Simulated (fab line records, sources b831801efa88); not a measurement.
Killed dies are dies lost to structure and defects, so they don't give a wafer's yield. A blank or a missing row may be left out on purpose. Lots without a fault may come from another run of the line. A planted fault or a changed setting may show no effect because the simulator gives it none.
fab line records | flow sky130
record lots=6 wafers=18 last_day=50
route steps=708 shown LDD_N@252 LDD_P@255 LDD_HVN@267 PAD_OPEN@708
lots that met no fault: from a run of the same line without faults
start_h: hours from the record's first day to the start of the lot's first wafer shown | wait_h: hours since the lot's step before | " the same as in the row above | L1.1+2: a row that stands for several wafers | - no value, or no start given | * or withheld: withheld | < > ~ a bound
route shown NAME@n: a module of which the file shows steps, and the number in the route of the first | usual: mean/standard deviation of fault-free wafers | same: alike in all rows | chamber/n: place in a boat | sites: the reading at each site | _std_site: their standard deviation | _edge_site: outer sites' mean less inner sites' | radius_mm: how far each site lies from the wafer's centre | mask NAME#n: copy n | behind: the tool/chamber that last shaped the wafer | hold: why the lot was held/for how many hours/how that ended | device: the transistor (n, p or np) that didn't switch | end of line: the same wafers' tests at the end of the route | a step without rows: its recipe alone | killed: dies lost to structure and defects at the first sort, not the wafer's yield | map: a wafer's dies, x killed, . not, _ none there
set.NAME: the setting as run; set.NAME@STEP: as run at that earlier step | model.NAME: the simulator's own value behind a step, which no gauge read
lots at some steps of the route; a table a step, a row a wafer
services: from which hour (start_h, from the record's first day; less than 0 if before it) a tool's chamber was out of use, for how many hours, and why
## steps
# step SKY_LDD_N_IMPLANT_15
# recipe species=BF2 energy_kev=50 dose_cm2=5e+12 tilt_deg=30 rotation_deg=270
# step SKY_LDD_N_STRIP_16
# recipe chemistry=O2/N2 power_w=1400 pressure_mtorr=1500 platen_temp_c=withheld o2_flow_sccm=3000 n2_flow_sccm=300 overash_fraction=0.5
# usual drypump_motor_current_A=5.6/0.45 oes_product_au=0.407/0.0045 strip_time_to_endpoint_s=4.315/0.012
# columns lot.wafer tool chamber start_h wait_h drypump_motor_current_A oes_product_au rf_hours_counter_h strip_time_to_endpoint_s
L210.1 plasma_asher-03 0 451.85 0.1 5.3 0.401 32 4.335
L210.2 " 1 " " 5.5 0.415 32 4.299
L210.4 " 0 " " 5.3 0.409 - 4.317
L214.2 plasma_asher-04 1 495.83 0.1 6.4 0.408 71 4.330
L214.3 " 0 " " 5.1 0.410 - 4.311
L214.6 " 0 " " 5.1 0.407 - 4.322
L220.1 plasma_asher-04 1 542.00 0.1 6.4 0.413 75 4.320
L220.3 " 1 " " 6.4 0.403 - 4.338
L220.6 " 0 " " 5.1 0.402 - 4.357
L221.1 plasma_asher-03 0 551.27 0.1 5.3 0.421 43 4.316
L221.2 " 1 " " 5.5 0.410 43 4.322
L221.6 " 1 " " 5.5 0.402 - 4.303
L222.2 plasma_asher-03 0 552.82 0.1 5.3 0.402 43 4.310
L222.3 " 0 " " 5.3 0.399 - 4.309
L222.5 " 0 " " 5.3 0.402 - 4.291
L228.3 plasma_asher-03 1 603.23 0.1 5.5 0.413 - 4.314
L228.5 " 1 " " 5.5 0.409 - 4.320
L228.6 " 0 " " 5.3 0.407 - 4.332
# step SKY_LDD_N_TW_MEAS_17
# usual LDD_N_TW=2610/16
# columns lot.wafer tool chamber start_h wait_h LDD_N_TW
L210.1 film_metro-02 - 451.95 0.1 2620
L210.2 " - " " 2611
L210.4 " - " " 2621
L214.2 film_metro-04 - 495.94 0.1 2616
L214.3 " - " " 2602
L214.6 " - " " 2604
L220.1 film_metro-02 - 542.10 0.1 2620
L220.3 " - " " 2608
L220.6 " - " " 2594
L221.1 film_metro-01 - 551.37 0.1 2591
L221.2 " - " " 2578
L221.6 " - " " 2587
L222.2 film_metro-02 - 552.93 0.1 2624
L222.3 " - " " 2615
L222.5 " - " " 2617
L228.3 film_metro-01 - 603.32 0.1 2586
L228.5 " - " " 2583
L228.6 " - " " 2575
# step SKY_LDD_P_DEHYDRATE_00
# recipe temp_c=200 time_s=60
# step SKY_LDD_P_HMDS_01
# recipe prime_time_s=60 prime_temp_c=120
# step SKY_LDD_P_COAT_02
# recipe resist=NOVOLAK spin_rpm=3000 resist_thk_nm=1140
# step SKY_LDD_P_SOFTBAKE_03
# recipe temp_c=90 time_s=60 resist=NOVOLAK
# step SKY_LDD_P_EXPOSE_04
# recipe mask_id=PSDM na=0.6 source_shape=conventional sigma_outer=0.6 polarization=unpolarized target_cd_nm=380 dose_mj=138
# step SKY_LDD_P_PEB_05
# recipe temp_c=withheld time_s=* resist=NOVOLAK
# step SKY_LDD_P_DEVELOP_06
# recipe resist=NOVOLAK developer=TMAH develop_time_s=60 dev_temp_c=23
# step SKY_LDD_P_CD_MEAS_07
# recipe target_cd_nm=380
# usual cd_nm=379.4/2.2
# columns lot.wafer tool chamber start_h wait_h cd_nm
L210.1 cd_sem-02 - 482.98 0.1 378.3
L210.2 " - " " 376.8
L210.4 " - " " 379.8
L214.2 cd_sem-01 - 526.00 0.1 382.5
L214.3 " - " " 379.0
L214.6 " - " " 381.0
L220.1 cd_sem-01 - 571.35 0.1 380.0
L220.3 " - " " 381.9
L220.6 " - " " 380.9
L221.1 cd_sem-01 - 581.16 0.1 377.8
L221.2 " - " " 375.4
L221.6 " - " " 377.6
L222.2 cd_sem-02 - 582.27 0.1 377.8
L222.3 " - " " 378.7
L222.5 " - " " 380.3
L228.3 cd_sem-02 - 631.79 0.1 380.3
L228.5 " - " " 379.4
L228.6 " - " " 378.5
# step SKY_LDD_P_OVL_MEAS_08
# usual LDD_P_OVL=-0.3/1.4
# columns lot.wafer tool chamber start_h wait_h LDD_P_OVL[nm]
L210.1 overlay-01 - 483.10 0.1 -0.1
L210.2 " - " " 2.1
L210.4 " - " " -0.7
L214.2 overlay-02 - 526.11 0.1 -1.4
L214.3 " - " " -0.6
L214.6 " - " " -2.3
L220.1 overlay-02 - 571.47 0.1 -2.9
L220.3 " - " " -1.3
L220.6 " - " " -2.2
L221.1 overlay-01 - 581.28 0.1 0.0
L221.2 " - " " 0.7
L221.6 " - " " -0.8
L222.2 overlay-01 - 582.37 0.1 -0.4
L222.3 " - " " 0.1
L222.5 " - " " 1.8
L228.3 overlay-02 - 631.88 0.1 1.9
L228.5 " - " " -1.2
L228.6 " - " " 0.3
# step SKY_LDD_P_IMPLANT_09
# recipe species=BF2 energy_kev=25 dose_cm2=1e+13 tilt_deg=withheld
# usual beam_energy_keV=24.999/0.0088
# columns lot.wafer tool chamber start_h wait_h beam_energy_keV model.implant.rp_nm model.implant.drp_nm
L210.1 implanter-01 0 483.14 0.0 24.994 21 11.41
L210.2 " 0 " " 25.003 21 11.41
L210.4 " 0 " " 24.992 21 11.41
L214.2 implanter-02 0 526.16 0.0 25.003 20.27 11.41
L214.3 " 0 " " 25.008 20.27 11.41
L214.6 " 0 " " 25.024 20.27 11.41
L220.1 implanter-01 0 571.50 0.0 30.626 24.52 13.16
L220.3 " 0 " " 30.622 24.52 13.16
L220.6 " 0 " " 30.625 24.52 13.16
L221.1 implanter-01 0 581.32 0.0 30.607 23.12 13.16
L221.2 " 0 " " 30.634 23.12 13.16
L221.6 " 0 " " 30.618 23.12 13.16
L222.2 implanter-02 0 582.43 0.0 25.000 20.2 11.41
L222.3 " 0 " " 24.981 20.2 11.41
L222.5 " 0 " " 24.991 20.2 11.41
L228.3 implanter-02 0 631.95 0.1 25.004 20.89 11.41
L228.5 " 0 " " 25.007 20.89 11.41
L228.6 " 0 " " 24.996 20.89 11.41
# step SKY_LDD_P_STRIP_10
# recipe chemistry=O2/N2 power_w=1400 pressure_mtorr=1500 platen_temp_c=withheld o2_flow_sccm=3000 n2_flow_sccm=300 overash_fraction=0.5
# usual drypump_motor_current_A=5.7/0.39 oes_product_au=0.715/0.0042 strip_time_to_endpoint_s=14.18/0.038
# columns lot.wafer tool chamber start_h wait_h drypump_motor_current_A oes_product_au rf_hours_counter_h strip_time_to_endpoint_s
L210.1 plasma_asher-01 0 483.29 0.1 5.4 0.714 5 14.16
L210.2 " 1 " " 6.1 0.707 5 14.16
L210.4 " 1 " " 6.1 0.716 - 14.20
L214.2 plasma_asher-03 1 526.29 0.1 5.5 0.713 40 14.09
L214.3 " 0 " " 5.3 0.719 - 14.08
L214.6 " 1 " " 5.5 0.713 - 14.10
L220.1 plasma_asher-01 0 571.65 0.1 5.3 0.718 15 14.22
L220.3 " 1 " " 6.1 0.720 - 14.25
L220.6 " 1 " " 6.1 0.720 - 14.25
L221.1 plasma_asher-01 1 581.47 0.1 6.1 0.712 15 14.11
L221.2 " 0 " " 5.3 0.711 15 14.18
L221.6 " 0 " " 5.4 0.725 - 14.16
L222.2 plasma_asher-03 0 582.55 0.1 5.3 0.709 46 14.17
L222.3 " 1 " " 5.5 0.717 - 14.17
L222.5 " 1 " " 5.5 0.715 - 14.17
L228.3 plasma_asher-03 1 632.09 0.1 5.5 0.711 - 14.16
L228.5 " 1 " " 5.5 0.717 - 14.17
L228.6 " 0 " " 5.3 0.719 - 14.19
# step SKY_LDD_P_TW_MEAS_11
# usual LDD_P_TW=639/5.1
# columns lot.wafer tool chamber start_h wait_h LDD_P_TW
L210.1 film_metro-03 - 483.39 0.1 629
L210.2 " - " " 634
L210.4 " - " " 635
L214.2 film_metro-03 - 526.40 0.1 639
L214.3 " - " " 641
L214.6 " - " " 640
L220.1 film_metro-03 - 571.75 0.1 676
L220.3 " - " " 668
L220.6 " - " " 671
L221.1 film_metro-03 - 581.57 0.1 670
L221.2 " - " " 672
L221.6 " - " " 667
L222.2 film_metro-03 - 582.66 0.1 635
L222.3 " - " " 634
L222.5 " - " " 636
L228.3 film_metro-03 - 632.17 0.1 635
L228.5 " - " " 636
L228.6 " - " " 632
# step SKY_LDD_HVN_DEHYDRATE_00
# recipe temp_c=200 time_s=60
# step SKY_PAD_OPEN_PROBE_99
# usual killed_at_M0_to_M3=44/6.3 killed_at_M4_up=3.1/1.8 killed_at_contacts=25/5.1 killed_at_front_end=15/4.1 killed_at_other=0.3/0.71 killed_dies=87/8.8 killed_open=47/6.8 killed_short=40/6.7
# same gross_dies=492 killed_at_back_side=0
# columns lot.wafer tool chamber start_h wait_h killed_at_M0_to_M3 killed_at_M4_up killed_at_contacts killed_at_front_end killed_at_other killed_dies killed_open killed_short model.etest.tip_p.rs_ohm_sq
L210.1 prober-02 - 1110.34 0.1 41 5 28 12 0 86 41 45 6822
L210.2 prober-02 - 1110.39 0.1 55 3 23 16 1 98 55 43 6823
L210.4 prober-02 - 1110.49 0.2 52 0 21 14 1 88 50 38 6837
L214.2 prober-01 - 1136.70 0.1 46 2 23 21 0 92 51 41 6815
L214.3 prober-01 - 1136.75 0.2 40 3 21 24 0 88 37 51 6826
L214.6 prober-01 - 1136.90 0.2 49 8 30 15 0 102 53 49 6849
L220.1 prober-02 - 1166.48 0.1 55 3 19 13 0 90 43 47 6601
L220.3 prober-02 - 1166.58 0.2 38 3 22 7 0 70 32 38 6641
L220.6 prober-02 - 1166.73 0.2 35 2 24 20 10 91 51 30 6630
L221.1 prober-01 - 1170.08 0.1 41 3 30 12 0 86 46 40 6655
L221.2 prober-01 - 1170.13 0.1 48 2 29 15 0 94 46 48 6612
L221.6 prober-01 - 1170.33 0.2 39 2 29 11 2 83 43 38 6689
L222.2 prober-02 - 1172.00 0.1 36 4 18 7 0 65 30 35 6918
L222.3 prober-02 - 1172.05 0.2 36 2 20 15 0 73 45 28 6930
L222.5 prober-02 - 1172.15 0.2 50 0 21 8 1 80 43 37 6908
L228.3 prober-02 - 1201.63 0.2 44 2 24 14 0 84 45 39 6805
L228.5 prober-02 - 1201.73 0.2 46 1 25 18 2 92 58 34 6888
L228.6 prober-02 - 1201.78 0.2 48 5 22 13 0 88 52 36 6875
# killed by level:class
L210.1 CONTACT:geometric_particle:open=11 VIA1:geometric_particle:open=11 METAL1:geometric_particle:short=6 LOCAL_INTERCONNECT:geometric_particle:short=5 VIA2:geometric_particle:open=5 CONTACT:geometric_particle:short=5 VIA1:geometric_particle:short=5 LI_CONTACT:geometric_particle:short=4
L210.2 VIA1:geometric_particle:open=16 CONTACT:geometric_particle:open=10 VIA3:geometric_particle:open=7 METAL2:geometric_particle:short=7 VIA1:geometric_particle:short=6 VIA2:geometric_particle:open=5 VIA2:geometric_particle:short=5 FIELD_ISO:geometric_particle:open=4
L210.4 VIA1:geometric_particle:open=16 LI_CONTACT:geometric_particle:open=11 VIA1:geometric_particle:short=11 VIA3:geometric_particle:open=6 FIELD_ISO:geometric_particle:short=5 CONTACT:geometric_particle:open=5 METAL2:geometric_particle:short=5 METAL1:geometric_particle:short=5
L214.2 VIA2:geometric_particle:open=11 VIA1:geometric_particle:open=8 FIELD_ISO:geometric_particle:open=7 LI_CONTACT:geometric_particle:open=6 LOCAL_INTERCONNECT:geometric_particle:short=6 FIELD_ISO:geometric_particle:short=5 CONTACT:geometric_particle:open=5 METAL2:geometric_particle:short=5
L214.3 POLY_GATE:geometric_particle:short=8 METAL1:geometric_particle:short=8 VIA2:geometric_particle:open=8 LOCAL_INTERCONNECT:geometric_particle:short=6 CONTACT:geometric_particle:short=5 VIA1:geometric_particle:open=5 VIA1:geometric_particle:short=5 FIELD_ISO:geometric_particle:open=4
L214.6 CONTACT:geometric_particle:open=13 METAL2:geometric_particle:short=9 VIA1:geometric_particle:open=8 VIA2:geometric_particle:open=7 POLY_GATE:geometric_particle:open=6 LI_CONTACT:geometric_particle:open=6 CONTACT:geometric_particle:short=5 LOCAL_INTERCONNECT:geometric_particle:short=5
L220.1 VIA1:geometric_particle:open=12 METAL2:geometric_particle:short=10 CONTACT:geometric_particle:short=9 VIA3:geometric_particle:open=6 VIA2:geometric_particle:open=6 VIA1:geometric_particle:short=5 FIELD_ISO:geometric_particle:open=4 FIELD_ISO:geometric_particle:short=4
L220.3 METAL2:geometric_particle:short=9 VIA1:geometric_particle:open=8 VIA3:geometric_particle:open=6 CONTACT:geometric_particle:short=6 LI_CONTACT:geometric_particle:open=5 CONTACT:geometric_particle:open=5 METAL1:geometric_particle:short=5 LOCAL_INTERCONNECT:geometric_particle:short=4
L220.6 CONTACT:geometric_particle:open=10 PAD_OPEN:area_etch=10 VIA1:geometric_particle:open=8 POLY_GATE:geometric_particle:open=7 LI_CONTACT:geometric_particle:open=7 METAL2:geometric_particle:short=6 LOCAL_INTERCONNECT:geometric_particle:short=5 FIELD_ISO:geometric_particle:open=4
L221.1 CONTACT:geometric_particle:open=11 VIA2:geometric_particle:open=9 LI_CONTACT:geometric_particle:open=7 CONTACT:geometric_particle:short=6 METAL1:geometric_particle:short=6 VIA3:geometric_particle:short=5 VIA1:geometric_particle:open=5 METAL2:geometric_particle:short=5
L221.2 CONTACT:geometric_particle:open=9 VIA3:geometric_particle:open=9 LI_CONTACT:geometric_particle:open=8 METAL1:geometric_particle:short=8 LOCAL_INTERCONNECT:geometric_particle:short=7 VIA2:geometric_particle:open=6 VIA1:geometric_particle:short=6 METAL2:geometric_particle:short=6
L221.6 VIA3:geometric_particle:open=9 LI_CONTACT:geometric_particle:open=8 VIA2:geometric_particle:open=8 CONTACT:geometric_particle:open=8 METAL1:geometric_particle:short=8 CONTACT:geometric_particle:short=6 VIA1:geometric_particle:short=6 POLY_GATE:geometric_particle:short=5
L222.2 VIA1:geometric_particle:open=8 METAL2:geometric_particle:short=6 VIA3:geometric_particle:open=6 CONTACT:geometric_particle:short=5 CONTACT:geometric_particle:open=5 LI_CONTACT:geometric_particle:short=4 LI_CONTACT:geometric_particle:open=4 METAL1:geometric_particle:short=4
L222.3 VIA1:geometric_particle:open=14 CONTACT:geometric_particle:open=8 POLY_GATE:geometric_particle:open=6 VIA2:geometric_particle:open=6 LI_CONTACT:geometric_particle:open=4 CONTACT:geometric_particle:short=4 FIELD_ISO:geometric_particle:short=3 POLY_GATE:geometric_particle:short=3
L222.5 VIA2:geometric_particle:open=12 VIA1:geometric_particle:open=9 CONTACT:geometric_particle:open=7 METAL2:geometric_particle:short=6 LI_CONTACT:geometric_particle:open=6 VIA1:geometric_particle:short=5 POLY_GATE:geometric_particle:short=4 CONTACT:geometric_particle:short=4
L228.3 VIA1:geometric_particle:open=11 CONTACT:geometric_particle:open=8 CONTACT:geometric_particle:short=6 VIA3:geometric_particle:open=6 VIA3:geometric_particle:short=5 METAL1:geometric_particle:short=5 LI_CONTACT:geometric_particle:open=4 VIA1:geometric_particle:short=4
L228.5 VIA1:geometric_particle:open=15 CONTACT:geometric_particle:open=10 LI_CONTACT:geometric_particle:open=9 FIELD_ISO:geometric_particle:open=6 FIELD_ISO:geometric_particle:short=5 VIA2:geometric_particle:open=5 VIA3:geometric_particle:open=5 CONTACT:geometric_particle:short=4
L228.6 VIA1:geometric_particle:open=15 VIA2:geometric_particle:open=7 CONTACT:geometric_particle:open=7 VIA3:geometric_particle:open=7 CONTACT:geometric_particle:short=6 POLY_GATE:geometric_particle:short=5 LI_CONTACT:geometric_particle:open=5 VIA1:geometric_particle:short=5
## services
# columns tool chamber start_h hours kind
plasma_asher-01 0 430.25 - clean
plasma_asher-01 1 430.25 - clean
plasma_asher-04 - 502.36 1.1 repair
implanter-01 - 505.75 8.0 repair
implanter-01 - 553.91 4.3 pm
implanter-02 - 557.03 3.9 pm
implanter-02 - 584.37 3.1 repair
implanter-01 - 590.48 4.3 pm
implanter-02 - 609.75 1.1 repair
## key
first_sign step=SKY_LDD_P_IMPLANT_09 reading=beam_energy_keV direction=up sigmas=99+ usual=* struck=*
effect step=SKY_LDD_P_TW_MEAS_11 reading=LDD_P_TW direction=up sigmas=6.2 usual=639 struck=671
model_effect step=SKY_LDD_P_IMPLANT_09 value=implant.rp_nm without=20.25 struck=23.82
model_effect step=SKY_PAD_OPEN_PROBE_99 value=etest.tip_p.rs_ohm_sq without=6792 struck=6638
met_at SKY_LDD_P_IMPLANT_09
struck_wafers L220.1,L220.3,L220.6,L221.1,L221.2,L221.6
tester_left_out L220,L221
baseline_loss step=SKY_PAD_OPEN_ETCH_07 wafers=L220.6
onset_between 483.14 571.50
fault kind=process_parameter_drift tool=implanter-01 chamber=- onset_h=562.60 steps=SKY_LDD_P_IMPLANT_09 channel=energy_kev offset=* shape=step end_h=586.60 acts_in=* stated=*
# tester_left_out: of these lots the tester's yield and bins aren't shown, on N5 and GAA mostly nor the transistor test; their killed dies are dies lost to structure and defects alone, not to doping, threshold or leakage, so they don't give the yield
# baseline_loss: these wafers lose ten dies or more at that step, a loss of the line's own and not of a fault; the sort's usual values leave them out
